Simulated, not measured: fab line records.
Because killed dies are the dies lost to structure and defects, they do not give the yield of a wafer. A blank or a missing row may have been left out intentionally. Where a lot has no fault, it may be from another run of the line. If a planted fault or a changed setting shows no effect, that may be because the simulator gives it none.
fab line records	flow sky130
record lots=6	wafers=18	last-day=50
route steps=708 shown METAL4@622 PAD_OPEN@708
lots that met no fault: from a run of the same line without faults
start-h: hours from the record's first day to the start of the lot's first wafer shown	wait-h: hours from the lot's prior step to this one	" repeats the value in the row above	L1.1+2: a single row standing in for several wafers	- no value present, or no start provided	* or withheld: withheld	< > ~ a bound
route shown NAME@n: NAME is a module with steps in the file, n the number in the route of the first one	usual: average and standard deviation across the fault-free wafers	same: alike in all rows	chamber/n: place in a boat	sites: readings site by site	_std_site: standard deviation across them	_edge_site: mean of outer sites minus mean of inner sites	radius-mm: for every site, how far away it sits from the centre of the wafer	mask NAME#n: copy n	behind: the most recent tool/chamber to have shaped the wafer	hold: cause of the lot's hold/its duration in hours/its outcome	device: which transistor (n, p or np) failed to switch	end of line: the same wafers' tests at the end of the route	a step with no rows: only its recipe	killed: dies that structure and defects cost at the first sort, which is not the same as the wafer's yield	map: a wafer's dies, marking killed ones x, the rest . and places with no die _
set.NAME: the setting that was run; set.NAME@STEP: the one run at that earlier step	model.NAME: the simulator's own value behind a step, which no gauge read
lots at some steps of the route; a table a step, a row a wafer
services: when a tool's chamber went out of use (start-h, in hours from the record's first day, below 0 if earlier), for how many hours, and the reason
## steps
# step SKY_METAL4_HMDS_06
# recipe prime-time-s=60	prime-temp-c=120
# step SKY_METAL4_COAT_07
# recipe resist=BARC	temp-c=withheld	time-s=withheld	spin-rpm=3000	resist-thk-nm=60
# step SKY_METAL4_COAT_08
# recipe resist=KrF-thick	spin-rpm=3000	resist-thk-nm=1140
# step SKY_METAL4_SOFTBAKE_09
# recipe temp-c=100	time-s=90	resist=KrF-thick
# step SKY_METAL4_EXPOSE_10
# recipe mask-id=MM4	na=0.68	source-shape=annular	sigma-inner=0.4	sigma-outer=0.8	target-cd-nm=300	dose-mj=28
# step SKY_METAL4_PEB_11
# recipe peb-temp-c=withheld	peb-time-s=withheld	resist=KrF-thick
# step SKY_METAL4_DEVELOP_12
# recipe develop-time-s=60	resist=KrF-thick	dev-temp-c=21
# step SKY_METAL4_CD_MEAS_13
# recipe target-cd-nm=300
# usual cd-nm=299.9/1.5
lot.wafer	tool	chamber	start-h	wait-h	cd-nm
L963.1	cd-sem-01	-	1015.10	-	299.7
L963.2	"	-	"	"	299.7
L963.3	"	-	"	"	300.2
L966.1	cd-sem-01	-	1037.15	-	303.5
L966.2	"	-	"	"	304.0
L966.4	"	-	"	"	303.6
L973.1	cd-sem-01	-	1075.20	-	299.2
L973.2	"	-	"	"	298.5
L973.4	"	-	"	"	300.0
L974.2	cd-sem-02	-	1086.42	-	300.8
L974.4	"	-	"	"	301.3
L974.6	"	-	"	"	299.9
L975.3	cd-sem-02	-	1091.82	-	296.7
L975.4	"	-	"	"	297.5
L975.5	"	-	"	"	296.7
L981.2	cd-sem-02	-	1122.77	-	301.8
L981.3	"	-	"	"	301.5
L981.4	"	-	"	"	301.7
# step SKY_METAL4_OVL_MEAS_14
# usual METAL4_OVL=3/4.5
lot.wafer	tool	chamber	start-h	wait-h	METAL4_OVL[nm]
L963.1	overlay-02	-	1015.22	0.1	4
L963.2	"	-	"	"	4
L963.3	"	-	"	"	0
L966.1	overlay-02	-	1037.27	0.1	6
L966.2	"	-	"	"	10
L966.4	"	-	"	"	5
L973.1	overlay-02	-	1075.32	0.1	1
L973.2	"	-	"	"	3
L973.4	"	-	"	"	5
L974.2	overlay-01	-	1086.53	0.1	5
L974.4	"	-	"	"	4
L974.6	"	-	"	"	-2
L975.3	overlay-02	-	1091.91	0.1	3
L975.4	"	-	"	"	10
L975.5	"	-	"	"	6
L981.2	overlay-01	-	1122.88	0.1	4
L981.3	"	-	"	"	4
L981.4	"	-	"	"	4
# step SKY_METAL4_DESCUM_15
# recipe chemistry=O2	source-power-w=150	bias-power-w=0	pressure-mtorr=10	temp-c=40	time-s=8
# usual drypump-motor-current-A=5.5/0.4	oes-product-au=0.994/0.0083
lot.wafer	tool	chamber	start-h	wait-h	drypump-motor-current-A	oes-product-au	rf-hours-counter-h
L963.1	rie-metal-04	0	1015.26	0.0	5.9	0.998	10
L963.2	"	1	"	"	5.8	0.999	12
L963.3	"	0	"	"	5.9	1.003	-
L966.1	rie-metal-02	0	1037.31	0.0	5.8	0.980	19
L966.2	"	1	"	"	4.9	0.988	10
L966.4	"	1	"	"	4.9	0.990	-
L973.1	rie-metal-03	1	1075.36	0.0	5.1	0.995	22
L973.2	"	1	"	"	5.1	1.002	-
L973.4	"	1	"	"	5.1	0.997	-
L974.2	rie-metal-02	1	1086.56	0.0	4.9	0.996	13
L974.4	"	0	"	"	5.8	0.980	-
L974.6	"	1	"	"	4.9	1.006	-
L975.3	rie-metal-02	1	1091.95	0.0	4.9	0.992	-
L975.4	"	0	"	"	5.8	0.987	-
L975.5	"	0	"	"	5.8	0.984	-
L981.2	rie-metal-03	0	1122.91	0.0	5.4	1.002	2
L981.3	"	0	"	"	5.4	1.005	-
L981.4	"	1	"	"	5.1	0.990	-
# step SKY_METAL4_ETCH_16
# recipe chemistry=N2/H2	target=BARC	ion-energy-ev=200	bias-w=100	pressure-mtorr=30	n2-flow-sccm=100	h2-flow-sccm=200	icp-w=500	stop-on=SiO2	time-s=88.2	target-depth-a=600
# usual bias-w=100.00/0.27	drypump-motor-current-A=5.5/0.4	oes-product-au=0.626/0.0044	throttle-valve-pct=13.205/0.0093
lot.wafer	tool	chamber	start-h	wait-h	bias-w	drypump-motor-current-A	oes-product-au	rf-hours-counter-h	throttle-valve-pct
L963.1	rie-metal-04	0	1015.29	0.0	99.99	6.0	0.630	10	13.203
L963.2	"	1	"	"	99.94	5.8	0.624	12	13.212
L963.3	"	0	"	"	99.47	6.0	0.618	-	13.204
L966.1	rie-metal-02	0	1037.34	0.0	100.14	5.8	0.632	19	13.201
L966.2	"	1	"	"	99.73	4.9	0.638	10	13.210
L966.4	"	1	"	"	100.13	4.9	0.619	-	13.204
L973.1	rie-metal-03	1	1075.42	0.1	100.34	5.1	0.621	22	13.211
L973.2	"	1	"	"	100.55	5.1	0.624	-	13.204
L973.4	"	1	"	"	100.47	5.1	0.628	-	13.192
L974.2	rie-metal-02	1	1086.59	0.0	99.93	4.9	0.626	13	13.219
L974.4	"	0	"	"	100.01	5.8	0.628	-	13.191
L974.6	"	1	"	"	99.81	4.9	0.629	-	13.187
L975.3	rie-metal-02	1	1092.00	0.0	100.40	4.9	0.628	-	13.193
L975.4	"	0	"	"	99.95	5.8	0.631	-	13.213
L975.5	"	0	"	"	100.14	5.8	0.622	-	13.209
L981.2	rie-metal-03	0	1122.94	0.0	99.93	5.4	0.627	2	13.212
L981.3	"	0	"	"	100.30	5.4	0.623	-	13.208
L981.4	"	1	"	"	99.76	5.1	0.625	-	13.208
# step SKY_METAL4_ETCH_17
# recipe target=SiO2	stop-on=TiN	chemistry=C4F8/O2/Ar	source-w=1500	bias-w=1200	pressure-mtorr=40	c4f8-flow-sccm=withheld	O2_flow_sccm=6	Ar_flow_sccm=300	time-s=3.9	target-depth-a=150
# usual bias-w=1200/3.5	oes-product-au=0.754/0.0073
lot.wafer	tool	chamber	start-h	wait-h	bias-w	oes-product-au	rf-hours-counter-h
L963.1	rie-diel-03	3	1015.39	0.1	1198	0.755	27
L963.2	"	2	"	"	1202	0.761	3
L963.3	"	0	"	"	1199	0.754	25
L966.1	rie-diel-01	1	1037.44	0.1	1199	0.750	23
L966.2	"	3	"	"	1200	0.751	22
L966.4	"	2	"	"	1196	0.753	19
L973.1	rie-diel-02	1	1075.62	0.2	1200	0.751	8
L973.2	"	2	"	"	1201	0.759	6
L973.4	"	0	"	"	1196	0.762	14
L974.2	rie-diel-02	1	1086.69	0.1	1195	0.757	8
L974.4	"	0	"	"	1199	0.749	15
L974.6	"	2	"	"	1197	0.744	-
L975.3	rie-diel-03	0	1092.07	0.0	1198	0.764	28
L975.4	"	3	"	"	1194	0.749	29
L975.5	"	2	"	"	1198	0.760	-
L981.2	rie-diel-01	1	1123.04	0.1	1196	0.749	1
L981.3	"	2	"	"	1201	0.750	22
L981.4	"	0	"	"	1201	0.757	12
# step SKY_METAL4_METAL_ETCH_18
# recipe target-depth-a=8450	stop-on=SiO2	over-etch-frac=0.3	time-s=183.1	chemistry=Cl2/BCl3	resist-sidewall-deg=88	pressure-mtorr=10	icp-w=900	bias-w=48.5	Cl2_flow_sccm=60	bcl3-flow-sccm=30
# usual bias-w=48.50/0.16	drypump-motor-current-A=5.5/0.37	oes-product-au=0.868/0.0058	throttle-valve-pct=22.264/0.0087
lot.wafer	tool	chamber	start-h	wait-h	bias-w	drypump-motor-current-A	oes-product-au	rf-hours-counter-h	throttle-valve-pct	model.KrF-thick_of_METAL4_COAT_08.thk-nm	model.SiO2_of_VIA3_HDPCVD_00.thk-nm
L963.1	rie-metal-03	1	1015.41	0.0	48.74	5.1	0.871	18	22.264	533.6	434.6
L963.2	"	0	"	"	48.57	5.4	0.874	22	22.263	514.6	434.1
L963.3	"	0	"	"	48.60	5.4	0.868	-	22.271	512.6	434.4
L966.1	rie-metal-03	0	1037.46	0.0	48.53	5.4	0.873	23	22.253	523.2	432.4
L966.2	"	1	"	"	48.46	5.1	0.871	19	22.272	544	433.8
L966.4	"	1	"	"	48.24	5.1	0.873	-	22.263	540.8	433.6
L973.1	rie-metal-02	0	1075.64	0.0	48.53	5.8	0.853	21	22.255	534.6	435.2
L973.2	"	1	"	"	48.22	4.9	0.877	12	22.273	525.9	435.6
L973.4	"	1	"	"	48.69	4.9	0.872	-	22.259	526.7	435.2
L974.2	rie-metal-03	1	1086.77	0.1	59.21	5.1	0.866	-	22.263	491.9	431.6
L974.4	"	1	"	"	58.97	5.1	0.868	-	22.281	488.2	431
L974.6	"	1	"	"	59.03	5.1	0.877	-	22.264	490	431.4
L975.3	rie-metal-03	1	1092.15	0.1	59.03	5.1	0.860	-	22.242	491.1	429.9
L975.4	"	0	"	"	48.47	5.4	0.859	-	22.263	538.5	434.4
L975.5	"	0	"	"	48.49	5.4	0.861	-	22.257	535.2	433.6
L981.2	rie-metal-04	0	1123.06	0.0	48.60	6.0	0.865	17	22.273	541.6	436
L981.3	"	0	"	"	48.24	6.0	0.871	-	22.259	543.1	436.3
L981.4	"	1	"	"	48.50	5.8	0.877	-	22.258	546.8	435.3
# step SKY_METAL4_STRIP_19
# recipe chemistry=O2/N2	power-w=1400	pressure-mtorr=1500	platen-temp-c=withheld	o2-flow-sccm=3000	n2-flow-sccm=300	overash-fraction=0.5
# usual drypump-motor-current-A=5.5/0.33	oes-product-au=0.504/0.006	strip-time-to-endpoint-s=6.59/0.079
# same overash-fraction=0.5
lot.wafer	tool	chamber	start-h	wait-h	drypump-motor-current-A	oes-product-au	rf-hours-counter-h	strip-time-to-endpoint-s
L963.1	plasma-asher-03	1	1015.58	0.1	5.7	0.509	89	6.59
L963.2	"	0	"	"	5.6	0.491	89	6.42
L963.3	"	1	"	"	5.7	0.497	-	6.39
L966.1	plasma-asher-03	0	1037.63	0.1	5.6	0.501	91	6.49
L966.2	"	1	"	"	5.7	0.506	91	6.70
L966.4	"	0	"	"	5.6	0.503	-	6.66
L973.1	plasma-asher-03	0	1075.81	0.1	5.6	0.508	94	6.59
L973.2	"	1	"	"	5.7	0.496	94	6.53
L973.4	"	1	"	"	5.7	0.512	-	6.54
L974.2	plasma-asher-02	1	1087.06	0.2	5.4	0.488	65	6.18
L974.4	"	0	"	"	6.0	0.483	-	6.14
L974.6	"	1	"	"	5.3	0.486	-	6.18
L975.3	plasma-asher-02	1	1092.30	0.1	5.3	0.481	-	6.19
L975.4	"	0	"	"	6.0	0.511	-	6.66
L975.5	"	1	"	"	5.3	0.510	-	6.63
L981.2	plasma-asher-01	0	1123.23	0.1	5.4	0.508	6	6.69
L981.3	"	1	"	"	4.9	0.504	-	6.70
L981.4	"	0	"	"	5.5	0.509	-	6.75
# step SKY_METAL4_STRIP_20
# recipe chemistry=post-etch-residue-remover	time-s=1200	temp-c=72.5
# step SKY_PAD_OPEN_PROBE_99
# usual defect-limited-yield=82.5/1.8	killed_at_M0_to_M3=43/6.9	killed_at_M4_up=3.1/1.8	killed-at-contacts=24/5.1	killed-at-front-end=15/4.8	killed-at-other=0.3/0.48	killed-dies=86/8.9	killed-open=47/6.8	killed-short=39/6.3	sort_bin_3_pad_short=0.8/0.39	sort_bin_5_function=10.3/1.5	sort_bin_6_memory=6.3/1.1	sort-n-pass=406/8.9	sort-yield-pct=82.5/1.8
# same gross-dies=492	killed-at-back-side=0	sort_bin_4_leakage[%]=0	sort_bin_8_speed[%]=0
lot.wafer	tool	chamber	start-h	wait-h	defect-limited-yield[%]	killed_at_M0_to_M3	killed_at_M4_up	killed-at-contacts	killed-at-front-end	killed-at-other	killed-dies	killed-open	killed-short	sort_bin_3_pad_short[%]	sort_bin_5_function[%]	sort_bin_6_memory[%]	sort-n-pass	sort-yield-pct[%]
L963.1	prober-02	-	1108.07	0.1	83.5	40	5	23	11	2	81	35	46	0.8	10.6	5.1	411	83.5
L963.2	prober-02	-	1108.12	0.1	83.1	41	6	22	14	0	83	44	39	0.2	10.2	6.5	409	83.1
L963.3	prober-02	-	1108.17	0.2	84.3	46	3	18	10	0	77	39	38	1.0	9.3	5.3	415	84.3
L974.2	prober-02	-	1169.10	0.1	79.3	58	4	27	13	0	102	57	45	2.0	12.2	6.5	390	79.3
L974.4	prober-02	-	1169.20	0.2	83.9	43	5	16	15	0	79	42	37	1.0	10.2	4.9	413	83.9
L974.6	prober-02	-	1169.30	0.2	80.7	33	3	32	27	0	95	52	43	1.4	12.2	5.7	397	80.7
L975.3	prober-01	-	1173.95	0.2	79.7	52	8	24	16	0	100	47	53	0.4	12.0	7.9	392	79.7
L975.4	prober-01	-	1174.00	0.2	81.9	40	5	18	26	0	89	50	37	1.2	11.0	5.9	403	81.9
L975.5	prober-01	-	1174.05	0.2	83.3	39	5	26	12	0	82	47	35	1.0	9.3	6.3	410	83.3
L981.2	prober-01	-	1197.95	0.1	80.9	49	1	26	18	0	94	44	50	0.6	12.4	6.1	398	80.9
L981.3	prober-01	-	1198.00	0.2	81.9	50	3	18	18	0	89	47	42	1.0	11.0	6.1	403	81.9
L981.4	prober-01	-	1198.05	0.2	83.3	35	5	25	17	0	82	42	39	1.0	10.4	5.3	410	83.3
# killed by level:class
L963.1 CONTACT:geometric-particle:open=8 METAL2:geometric-particle:short=7 VIA1:geometric-particle:open=7 METAL1:geometric-particle:short=6 VIA2:geometric-particle:open=6 METAL4:geometric-particle:short=5 LI_CONTACT:geometric-particle:open=5 FIELD_ISO:geometric-particle:short=4
L963.2 VIA1:geometric-particle:open=10 CONTACT:geometric-particle:open=6 METAL2:geometric-particle:short=6 VIA2:geometric-particle:open=6 FIELD_ISO:geometric-particle:open=5 LI_CONTACT:geometric-particle:short=5 LI_CONTACT:geometric-particle:open=5 LOCAL_INTERCONNECT:geometric-particle:short=4
L963.3 VIA1:geometric-particle:open=11 METAL1:geometric-particle:short=7 VIA1:geometric-particle:short=6 CONTACT:geometric-particle:open=5 FIELD_ISO:geometric-particle:open=5 LI_CONTACT:geometric-particle:open=5 CONTACT:geometric-particle:short=5 VIA3:geometric-particle:short=4
L974.2 VIA1:geometric-particle:open=16 CONTACT:geometric-particle:open=9 METAL3:geometric-particle:short=8 METAL1:geometric-particle:short=7 VIA2:geometric-particle:open=7 METAL2:geometric-particle:short=6 VIA3:geometric-particle:open=5 LI_CONTACT:geometric-particle:open=5
L974.4 VIA3:geometric-particle:open=8 VIA2:geometric-particle:open=7 CONTACT:geometric-particle:open=6 LI_CONTACT:geometric-particle:open=5 VIA1:geometric-particle:open=5 POLY_GATE:geometric-particle:open=4 VIA2:geometric-particle:short=4 POLY_GATE:geometric-particle:short=4
L974.6 VIA2:geometric-particle:open=11 LI_CONTACT:geometric-particle:open=9 CONTACT:geometric-particle:short=9 POLY_GATE:geometric-particle:open=7 CONTACT:geometric-particle:open=6 FIELD_ISO:geometric-particle:open=5 POLY_GATE:geometric-particle:short=5 LOCAL_INTERCONNECT:geometric-particle:short=5
L975.3 VIA1:geometric-particle:open=13 METAL2:geometric-particle:short=12 CONTACT:geometric-particle:open=8 POLY_GATE:geometric-particle:short=6 LOCAL_INTERCONNECT:geometric-particle:short=6 VIA3:geometric-particle:open=6 FIELD_ISO:geometric-particle:short=5 CONTACT:geometric-particle:short=5
L975.4 FIELD_ISO:geometric-particle:short=10 VIA1:geometric-particle:open=9 FIELD_ISO:geometric-particle:open=8 VIA3:geometric-particle:open=8 CONTACT:geometric-particle:open=7 LI_CONTACT:geometric-particle:open=7 VIA2:geometric-particle:open=5 POLY_GATE:geometric-particle:short=4
L975.5 CONTACT:geometric-particle:open=16 VIA1:geometric-particle:open=11 VIA2:geometric-particle:open=7 POLY_GATE:geometric-particle:short=4 CONTACT:geometric-particle:short=4 VIA1:geometric-particle:short=4 VIA3:geometric-particle:short=4 FIELD_ISO:geometric-particle:short=3
L981.2 METAL2:geometric-particle:short=11 VIA1:geometric-particle:open=8 LOCAL_INTERCONNECT:geometric-particle:short=7 METAL1:geometric-particle:short=6 CONTACT:geometric-particle:open=6 CONTACT:geometric-particle:short=5 VIA2:geometric-particle:open=5 VIA3:geometric-particle:open=5
L981.3 VIA1:geometric-particle:open=10 CONTACT:geometric-particle:open=8 METAL2:geometric-particle:short=8 METAL1:geometric-particle:short=7 METAL3:geometric-particle:short=6 FIELD_ISO:geometric-particle:open=5 VIA3:geometric-particle:open=5 VIA2:geometric-particle:open=5
L981.4 VIA1:geometric-particle:open=9 LI_CONTACT:geometric-particle:open=8 METAL2:geometric-particle:short=7 FIELD_ISO:geometric-particle:short=6 POLY_GATE:geometric-particle:short=6 CONTACT:geometric-particle:open=6 VIA2:geometric-particle:open=6 VIA3:geometric-particle:open=5
## services
tool	chamber	start-h	hours	kind
plasma-asher-02	-	992.71	0.5	repair
rie-diel-03	1	997.97	8.1	repair
rie-metal-02	0	999.49	4.3	repair
plasma-asher-03	-	1013.91	0.9	repair
rie-diel-01	0	1015.51	3.7	repair
rie-diel-03	1	1017.95	19.2	repair
plasma-asher-01	-	1021.03	1.9	repair
plasma-asher-03	-	1032.98	4.3	pm
plasma-asher-01	-	1033.50	4.4	repair
plasma-asher-02	-	1048.99	0.6	repair
rie-diel-01	3	1051.99	-	clean
rie-diel-01	3	1051.99	16.2	scheduled-down
rie-diel-01	3	1051.99	16.2	vent-cycle
plasma-asher-02	-	1052.70	3.9	repair
plasma-asher-01	-	1055.25	9.0	pm
rie-diel-03	1	1061.34	5.9	repair
plasma-asher-03	-	1065.66	0.7	repair
rie-diel-01	1	1073.55	-	clean
rie-metal-03	0	1073.63	-	clean
rie-metal-03	0	1073.63	18.3	scheduled-down
rie-metal-03	0	1073.63	18.3	vent-cycle
rie-diel-03	3	1082.42	4.8	repair
rie-diel-03	-	1093.95	0.9	repair
rie-metal-04	0	1107.61	7.8	repair
## key
first-sign step=SKY_METAL4_METAL_ETCH_18	reading=bias-w	direction=up	sigmas=64	usual=48.50	struck=59.06
effect step=SKY_METAL4_STRIP_19	reading=strip-time-to-endpoint-s	direction=down	sigmas=5.3	usual=*	struck=*
model-effect step=SKY_METAL4_METAL_ETCH_18	value=KrF-thick_of_METAL4_COAT_08.thk-nm	without=538.4	struck=490.3
met-at SKY_METAL4_METAL_ETCH_18
struck-wafers L974.2,L974.4,L974.6,L975.3
onset-between 1037.46 1086.77
fault kind=process-parameter-drift	tool=rie-metal-03	chamber=1	onset-h=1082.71	steps=SKY_METAL4_METAL_ETCH_18	channel=bias-w	offset=10.58	shape=step	end-h=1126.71	acts-in=these-recipes-only	stated=48.5
